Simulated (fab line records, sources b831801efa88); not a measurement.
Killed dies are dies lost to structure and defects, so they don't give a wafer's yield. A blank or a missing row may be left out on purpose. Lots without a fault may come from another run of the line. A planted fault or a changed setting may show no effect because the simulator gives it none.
fab line records | flow gf180mcu
record lots=13 wafers=39 last_day=34
route steps=602 shown NWELL@49 MVSD@77 MVPSD@82 VT_IMPLANT@97
lots that met no fault: from a run of the same line without faults
start_h: hours from the record's first day to the start of the lot's first wafer shown | wait_h: hours since the lot's step before | " the same as in the row above | L1.1+2: a row that stands for several wafers | - no value, or no start given | * or withheld: withheld | < > ~ a bound
route shown NAME@n: a module of which the file shows steps, and the number in the route of the first | usual: mean/standard deviation of fault-free wafers | same: alike in all rows | chamber/n: place in a boat | sites: the reading at each site | _std_site: their standard deviation | _edge_site: outer sites' mean less inner sites' | radius_mm: how far each site lies from the wafer's centre | mask NAME#n: copy n | behind: the tool/chamber that last shaped the wafer | hold: why the lot was held/for how many hours/how that ended | device: the transistor (n, p or np) that didn't switch | end of line: the same wafers' tests at the end of the route | a step without rows: its recipe alone | killed: dies lost to structure and defects at the first sort, not the wafer's yield | map: a wafer's dies, x killed, . not, _ none there
set.NAME: the setting as run; set.NAME@STEP: as run at that earlier step | model.NAME: the simulator's own value behind a step, which no gauge read
steps of the route over a sample of lots; a table a step, a row a wafer
services: from which hour (start_h, from the record's first day; less than 0 if before it) a tool's chamber was out of use, for how many hours, and why
## steps
# step GF_NWELL_OVL_MEAS_07
# usual NWELL_OVL=-0.4/1.4
# columns lot.wafer tool chamber start_h wait_h NWELL_OVL[nm]
L428.4 overlay-02 - 60.29 - -2.3
L428.5 " - " " -2.3
L428.6 " - " " -2.8
L429.1 overlay-02 - 65.17 - -0.4
L429.2 " - " " -0.9
L429.4 " - " " 1.1
L430.3 overlay-02 - 71.76 - -1.2
L430.5 " - " " -1.6
L430.6 " - " " -1.0
L431.2 overlay-01 - 76.95 - -1.2
L431.4 " - " " 1.6
L431.5 " - " " 0.1
L432.1 overlay-02 - 81.67 - -2.8
L432.2 " - " " -3.3
L432.3 " - " " -1.4
L435.2 overlay-02 - 100.45 - 1.8
L435.3 " - " " 1.8
L435.5 " - " " 0.2
L436.1 overlay-01 - 104.64 - 0.0
L436.5 " - " " -0.2
L436.6 " - " " -1.8
L437.1 overlay-02 - 109.97 - -0.1
L437.2 " - " " 1.5
L437.5 " - " " -0.7
L439.1 overlay-01 - 122.27 - -1.9
L439.3 " - " " 1.1
L439.6 " - " " -0.7
L440.1 overlay-01 - 129.16 - 0.4
L440.2 " - " " 0.8
L440.6 " - " " 0.6
L441.1 overlay-01 - 132.84 - 1.7
L441.2 " - " " 2.0
L441.5 " - " " 2.4
L447.1 overlay-02 - 164.47 - 0.2
L447.2 " - " " -1.0
L447.5 " - " " 1.0
L450.2 overlay-01 - 181.85 - -0.1
L450.4 " - " " 1.9
L450.5 " - " " -0.9
# step GF_MVSD_TW_MEAS_11
# usual MVSD_TW=1584/23
# columns lot.wafer tool chamber start_h wait_h MVSD_TW
L428.4 film_metro-04 - 88.36 0.1 1554
L428.5 " - " " 1550
L428.6 " - " " 1550
L429.1 film_metro-01 - 93.83 0.1 1603
L429.2 " - " " 1597
L429.4 " - " " 1599
L430.3 film_metro-04 - 101.32 0.1 1535
L430.5 " - " " 1539
L430.6 " - " " 1546
L431.2 film_metro-04 - 106.14 0.1 1536
L431.4 " - " " 1537
L431.5 " - " " 1547
L432.1 film_metro-02 - 111.53 0.1 1591
L432.2 " - " " 1595
L432.3 " - " " 1593
L435.2 film_metro-02 - 130.19 0.1 1591
L435.3 " - " " 1595
L435.5 " - " " 1597
L436.1 film_metro-01 - 135.00 0.1 1610
L436.5 " - " " 1608
L436.6 " - " " 1603
L437.1 film_metro-01 - 141.76 0.1 1604
L437.2 " - " " 1600
L437.5 " - " " 1599
L439.1 film_metro-04 - 154.55 0.1 1558
L439.3 " - " " 1559
L439.6 " - " " 1558
L440.1 film_metro-01 - 162.12 0.1 1605
L440.2 " - " " 1597
L440.6 " - " " 1599
L441.1 film_metro-02 - 165.00 0.1 1591
L441.2 " - " " 1590
L441.5 " - " " 1588
L447.1 film_metro-02 - 197.98 0.1 1587
L447.2 " - " " 1591
L447.5 " - " " 1585
L450.2 film_metro-01 - 217.83 0.1 1620
L450.4 " - " " 1603
L450.5 " - " " 1607
# step GF_MVPSD_EXPOSE_04
# recipe mask_id=MVPSD target_cd_nm=1000 na=0.6 source_shape=conventional sigma_outer=0.6 dose_mj=260
# columns lot.wafer tool chamber start_h wait_h mask
L428.4+5+6 iline_stepper-02 0 95.78 - MVPSD#0
L429.1+2+4 iline_stepper-01 0 101.65 - MVPSD#0
L430.3+5+6 iline_stepper-02 0 108.54 - MVPSD#0
L431.2+4+5 iline_stepper-01 0 113.18 - MVPSD#0
L432.1+2+3 iline_stepper-02 0 119.20 - MVPSD#0
L435.2+3+5 iline_stepper-01 0 138.03 - MVPSD#0
L436.1+5+6 iline_stepper-01 0 142.17 - MVPSD#0
L437.1+2+5 iline_stepper-02 0 149.46 - MVPSD#0
L439.1+3+6 iline_stepper-02 0 162.04 - MVPSD#0
L440.1+2+6 iline_stepper-01 0 170.21 - LVPWELL_LV_AREA#0
L441.1+2+5 iline_stepper-02 0 173.30 - MVPSD#0
L447.1+2+5 iline_stepper-01 0 207.01 - MVPSD#0
L450.2+4+5 iline_stepper-01 0 227.66 - MVPSD#0
# step GF_MVPSD_OVL_MEAS_07
# usual MVPSD_OVL=0.2/1.4
# columns lot.wafer tool chamber start_h wait_h MVPSD_OVL[nm]
L428.4 overlay-02 - 102.49 - -1.3
L428.5 " - " " -2.3
L428.6 " - " " -1.2
L429.1 overlay-02 - 108.72 - -0.1
L429.2 " - " " -0.6
L429.4 " - " " -1.1
L430.3 overlay-02 - 115.74 - -2.3
L430.5 " - " " -0.2
L430.6 " - " " -2.8
L431.2 overlay-01 - 120.65 - -1.3
L431.4 " - " " -1.4
L431.5 " - " " 0.0
L432.1 overlay-01 - 126.37 - 2.2
L432.2 " - " " 1.3
L432.3 " - " " 1.0
L435.2 overlay-02 - 145.08 - -1.2
L435.3 " - " " -0.4
L435.5 " - " " -1.2
L436.1 overlay-02 - 149.89 - 0.5
L436.5 " - " " -1.6
L436.6 " - " " 0.4
L437.1 overlay-01 - 157.49 - 2.2
L437.2 " - " " 0.6
L437.5 " - " " 3.9
L439.1 overlay-01 - 169.34 - -0.4
L439.3 " - " " -0.5
L439.6 " - " " -0.4
L440.1 overlay-02 - 178.12 - -
L440.2 " - " " -
L440.6 " - " " -
L441.1 overlay-02 - 180.82 - 1.1
L441.2 " - " " 0.1
L441.5 " - " " 1.0
L447.1 overlay-02 - 215.77 - -0.9
L447.2 " - " " -0.8
L447.5 " - " " -0.8
L450.2 overlay-01 - 236.39 - 1.0
L450.4 " - " " -0.6
L450.5 " - " " 0.6
# step GF_MVPSD_TW_MEAS_11
# usual MVPSD_TW=555/8.3
# columns lot.wafer tool chamber start_h wait_h MVPSD_TW
L428.4 film_metro-04 - 102.94 0.1 540
L428.5 " - " " 540
L428.6 " - " " 542
L429.1 film_metro-01 - 109.16 0.1 562
L429.2 " - " " 564
L429.4 " - " " 563
L430.3 film_metro-02 - 116.25 0.1 558
L430.5 " - " " 559
L430.6 " - " " 558
L431.2 film_metro-04 - 121.09 0.1 548
L431.4 " - " " 544
L431.5 " - " " 547
L432.1 film_metro-04 - 126.81 0.1 547
L432.2 " - " " 548
L432.3 " - " " 548
L435.2 film_metro-01 - 145.52 0.1 560
L435.3 " - " " 559
L435.5 " - " " 561
L436.1 film_metro-04 - 150.33 0.1 545
L436.5 " - " " 549
L436.6 " - " " 546
L437.1 film_metro-02 - 157.93 0.1 555
L437.2 " - " " 561
L437.5 " - " " 554
L439.1 film_metro-02 - 169.77 0.1 556
L439.3 " - " " 561
L439.6 " - " " 560
L440.1 film_metro-02 - 178.56 0.1 30
L440.2 " - " " 30
L440.6 " - " " 30
L441.1 film_metro-04 - 181.30 0.1 545
L441.2 " - " " 547
L441.5 " - " " 546
L447.1 film_metro-02 - 216.21 0.1 559
L447.2 " - " " 557
L447.5 " - " " 558
L450.2 film_metro-04 - 236.83 0.1 539
L450.4 " - " " 543
L450.5 " - " " 539
# step GF_VT_IMPLANT_OVL_MEAS_07
# usual VT_IMPLANT_OVL=0.1/1.7
# columns lot.wafer tool chamber start_h wait_h VT_IMPLANT_OVL[nm]
L428.4 overlay-02 - 117.78 0.1 0.0
L428.5 " - " " 0.7
L428.6 " - " " 2.5
L429.1 overlay-02 - 123.82 0.1 -1.4
L429.2 " - " " 0.2
L429.4 " - " " -3.1
L430.3 overlay-01 - 130.49 0.1 -2.1
L430.5 " - " " -2.3
L430.6 " - " " -0.9
L431.2 overlay-01 - 136.25 0.1 0.6
L431.4 " - " " 0.3
L431.5 " - " " 0.6
L432.1 overlay-01 - 141.17 0.1 2.3
L432.2 " - " " 1.6
L432.3 " - " " 1.9
L435.2 overlay-01 - 161.28 0.1 1.4
L435.3 " - " " 1.1
L435.5 " - " " 2.2
L436.1 overlay-01 - 166.21 0.1 0.8
L436.5 " - " " 1.5
L436.6 " - " " -0.3
L437.1 overlay-02 - 174.12 0.1 2.7
L437.2 " - " " 2.8
L437.5 " - " " 1.6
L439.1 overlay-02 - 186.12 0.1 -1.0
L439.3 " - " " 0.1
L439.6 " - " " 0.7
L440.1 overlay-02 - 195.36 0.1 -1.3
L440.2 " - " " -3.2
L440.6 " - " " 0.5
L441.1 overlay-02 - 197.84 0.1 -0.9
L441.2 " - " " 0.8
L441.5 " - " " 0.8
L447.1 overlay-01 - 234.31 0.1 2.9
L447.2 " - " " 2.0
L447.5 " - " " 1.3
L450.2 overlay-02 - 255.95 0.1 -0.6
L450.4 " - " " -1.4
L450.5 " - " " -2.9
# step GF_VT_IMPLANT_TW_MEAS_10
# usual VT_IMPLANT_TW=563/8.4
# columns lot.wafer tool chamber start_h wait_h VT_IMPLANT_TW
L428.4 film_metro-01 - 118.08 0.1 574
L428.5 " - " " 574
L428.6 " - " " 571
L429.1 film_metro-03 - 124.11 0.1 565
L429.2 " - " " 563
L429.4 " - " " 567
L430.3 film_metro-01 - 130.78 0.1 570
L430.5 " - " " 570
L430.6 " - " " 570
L431.2 film_metro-01 - 136.60 0.1 572
L431.4 " - " " 575
L431.5 " - " " 570
L432.1 film_metro-01 - 141.46 0.1 571
L432.2 " - " " 574
L432.3 " - " " 571
L435.2 film_metro-03 - 161.57 0.1 566
L435.3 " - " " 563
L435.5 " - " " 562
L436.1 film_metro-04 - 166.50 0.1 555
L436.5 " - " " 556
L436.6 " - " " 556
L437.1 film_metro-01 - 174.41 0.1 571
L437.2 " - " " 573
L437.5 " - " " 568
L439.1 film_metro-03 - 186.41 0.1 560
L439.3 " - " " 561
L439.6 " - " " 567
L440.1 film_metro-01 - 195.65 0.1 705
L440.2 " - " " 710
L440.6 " - " " 704
L441.1 film_metro-04 - 198.13 0.1 553
L441.2 " - " " 551
L441.5 " - " " 553
L447.1 film_metro-04 - 234.60 0.1 551
L447.2 " - " " 550
L447.5 " - " " 548
L450.2 film_metro-04 - 256.24 0.1 557
L450.4 " - " " 555
L450.5 " - " " 554
## services
# columns tool chamber start_h hours kind
iline_stepper-01 - 107.84 1.7 pm
iline_stepper-02 0 149.82 - calibration
iline_stepper-02 - 209.32 1.7 pm
iline_stepper-02 - 222.99 4.9 repair
## key
first_sign step=GF_MVPSD_EXPOSE_04 reading=mask direction=changed
effect step=GF_MVPSD_OVL_MEAS_07 reading=MVPSD_OVL direction=missing
effect step=GF_MVPSD_TW_MEAS_11 reading=MVPSD_TW direction=down sigmas=63 usual=555 struck=30
effect step=GF_VT_IMPLANT_TW_MEAS_10 reading=VT_IMPLANT_TW direction=up sigmas=17 usual=563 struck=706
met_at GF_MVPSD_EXPOSE_04
struck_lots L440
sort_left_out L440.1,L440.2,L440.6
tester_left_out L440
not_acting_at GF_NWELL_OVL_MEAS_07,GF_MVSD_TW_MEAS_11,GF_VT_IMPLANT_OVL_MEAS_07
onset_between 142.17 170.21
fault kind=wrong_mask tool=any chamber=- onset_h=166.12 steps=GF_MVPSD_EXPOSE_04 aux_copy=LVPWELL_LV_AREA#0 scope=struck_lots_only
# tester_left_out: of these lots the tester's yield and bins aren't shown, on N5 and GAA mostly nor the transistor test; their killed dies are dies lost to structure and defects alone, not to doping, threshold or leakage, so they don't give the yield
# sort_left_out: the simulated sort isn't trusted on such a fault, so these wafers' sort isn't shown, and their yield isn't known
